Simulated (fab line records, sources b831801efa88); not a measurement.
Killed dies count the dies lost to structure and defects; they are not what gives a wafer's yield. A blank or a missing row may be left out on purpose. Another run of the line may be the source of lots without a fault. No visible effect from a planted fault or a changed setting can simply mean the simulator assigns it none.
A struck lot beside a sound one || flow sky130 || 26 out of 708 route steps
Sound: the wafers L271.2, L271.3, L271.5. Struck: wafers L277.1, L277.3, L277.5. The cause is given at the end.
At each step with rows: each side's tool, then ch and its chambers, then its first start. Under that, the readings that differ: sound wafers || struck wafers || difference of the means || sigmas: that difference in standard deviations of wafers without a fault.
alike: words and numbers the same on both sides, and readings whose means are apart by under 2 such deviations; not compared: readings that were withheld, readings missing a value for some wafer, numbers with overlapping values and no deviation given by the record, and bounds like >300 which may hide the same value.
Wherever a step has rows on one side only, a row that says differs or no value, or a row with sigmas, the two part there. Non-overlapping numbers with no deviation appear without sigmas and do not part them. A reading missing from all wafers of one side parts the sides only when that side holds two or more wafers.

first, 8 steps without rows for these wafers: SKY_FIELD_ISO_DEHYDRATE_05 (time 60 s); SKY_FIELD_ISO_HMDS_06 (prime time 60 s); SKY_FIELD_ISO_COAT_07 (resist thk 60 nm); SKY_FIELD_ISO_COAT_08 (resist thk 450 nm); SKY_FIELD_ISO_SOFTBAKE_09 (time 90 s); SKY_FIELD_ISO_EXPOSE_10 (exposes mask FOM, target cd 150 nm); SKY_FIELD_ISO_PEB_11; SKY_FIELD_ISO_DEVELOP_12 (develop time 60 s).
SKY_FIELD_ISO_CD_MEAS_13: target cd 150 nm.
  sound: cd sem-01 at day 2 21:56; struck: cd sem-02 at day 4 03:43
  alike: cd nm
SKY_FIELD_ISO_ETCH_14: etches BARC in N2/H2, stops on SiO2, time 45.9 s, target depth 60 nm.
  sound on rie diel-01 ch 2,3, day 2 22:02; struck on rie diel-03 ch 1,3, day 4 03:50
  alike: drypump motor current A, oes product au, rf fwd power W, run length s, throttle valve pct
  not compared: rf hours counter h
SKY_FIELD_ISO_ETCH_15: etches the open film in CHF3/O2, stops on Si, target depth 180 nm, time 72 s.
  sound on rie diel-01 ch 2,3, day 2 22:04; struck on rie diel-03 ch 1,3, day 4 03:52
  alike: drypump motor current A, oes product au, rf fwd power W, run length s, throttle valve pct
  not compared: rf hours counter h
SKY_FIELD_ISO_STRIP_16: strips in O2/N2.
  sound on plasma asher-02 ch 0,1, day 2 22:08; struck on plasma asher-02 ch 0,1, day 4 03:56
  alike: drypump motor current A, oes product au, strip time to endpoint s
  not compared: rf hours counter h
SKY_FIELD_ISO_ETCH_17: etches Si in HBr/Cl2/O2, target depth 342 nm, time 97.7 s.
  sound on rie si-02 ch 1,3, day 2 22:14; struck on rie si-01 ch 1,2,3, day 4 04:02
{"reading": "rf fwd power W (W)", "sound": "596.9 593.9 596.3", "struck": "- - -", "difference": "no value on the struck wafers", "sigmas": ""}
{"reading": "run length s (s)", "sound": "125.6 126.1 126.6", "struck": "78.4 79.1 78.6", "difference": -47.4, "sigmas": "-99 or more"}
{"reading": "model.etch.depth nm (nm)", "sound": "341.2 338.4 340.7", "struck": "174.8 174.1 181.4", "difference": -163.3, "sigmas": ""}
{"reading": "model.FIELD_ISO.feature depth nm (nm)", "sound": "341.2 338.4 340.7", "struck": "174.8 174.1 181.4", "difference": -163.3, "sigmas": ""}
{"reading": "model.Si3N4_of_FIELD_ISO_CVD_03.thk nm (nm)", "sound": "151.8 151.6 151.6", "struck": "158.9 156.7 157.5", "difference": "+6.0", "sigmas": ""}
  alike: drypump motor current A, oes product au, throttle valve pct
  not compared: rf hours counter h
then, 5 steps without rows for these wafers: SKY_FIELD_ISO_WET_ETCH_18 (etches Si3N4 in H3PO4, target depth 25 nm, time 286 s); SKY_FIELD_ISO_CLEAN_19 (cleans in SC1/SC2, time 150 s); SKY_FIELD_ISO_CLEAN_20 (cleans in dHF, time 20 s); SKY_FIELD_ISO_WET_ETCH_21 (etches SiO2 in dHF, target depth 20 nm, time 400 s); SKY_FIELD_ISO_OXIDATION_22 (stabilise 600 s, purge 300 s, target thk 10 nm).
SKY_FIELD_ISO_THK_MEAS_23:
  sound: film metro-02 at day 2 23:49; struck: film metro-01 at day 4 07:27
  alike: FIELD_ISO_OXIDATION_01_THK
then, 1 step without rows for these wafers: SKY_FIELD_ISO_CVD_24 (deposits SiO2, target thk 595 nm, time 99.2 s).
SKY_FIELD_ISO_THK_MEAS_25:
  sound: film metro-01 at day 2 23:57; struck: film metro-03 at day 4 10:04
  alike: FIELD_ISO_CVD_24_THK
then, 1 step without rows for these wafers: SKY_FIELD_ISO_ANNEAL_26 (time 1800 s).
SKY_FIELD_ISO_CMP_27: polishes, stops on Si3N4, t overpolish 16 s, target thk 457.8 nm.
  sound on cmp-01 ch 0,1,3, day 3 02:50; struck on cmp-01 ch 0,2,3, day 4 12:07
  alike: head pressure psi, motor current A, overpolish run s, time to endpoint s
SKY_FIELD_ISO_WET_ETCH_28: etches SiO2 in dHF, target depth 23.7 nm, time 47 s.
  sound on wet bench-03 ch 1, day 3 03:08; struck on wet bench-01 ch 1, day 4 12:22
{"reading": "model.Si3N4_of_FIELD_ISO_CVD_03.thk nm (nm)", "sound": "121.9 121.9 121.7", "struck": "128 125.8 126.7", "difference": "+5", "sigmas": ""}
  alike: run length s
then, 1 step without rows for these wafers: SKY_FIELD_ISO_WET_ETCH_29 (etches Si3N4 in H3PO4, target depth 160 nm, time 1825 s).
SKY_PAD_OPEN_PROBE_99:
  sound wafers here have rows in the record (prober-02, day 46 13:43); struck ones have none

## WHERE THEY PART
First at SKY_FIELD_ISO_ETCH_17; last, within this record, at SKY_PAD_OPEN_PROBE_99.

WHY: what the simulator had put in
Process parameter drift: rie si-01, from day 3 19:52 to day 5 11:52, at SKY_FIELD_ISO_ETCH_17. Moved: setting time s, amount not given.
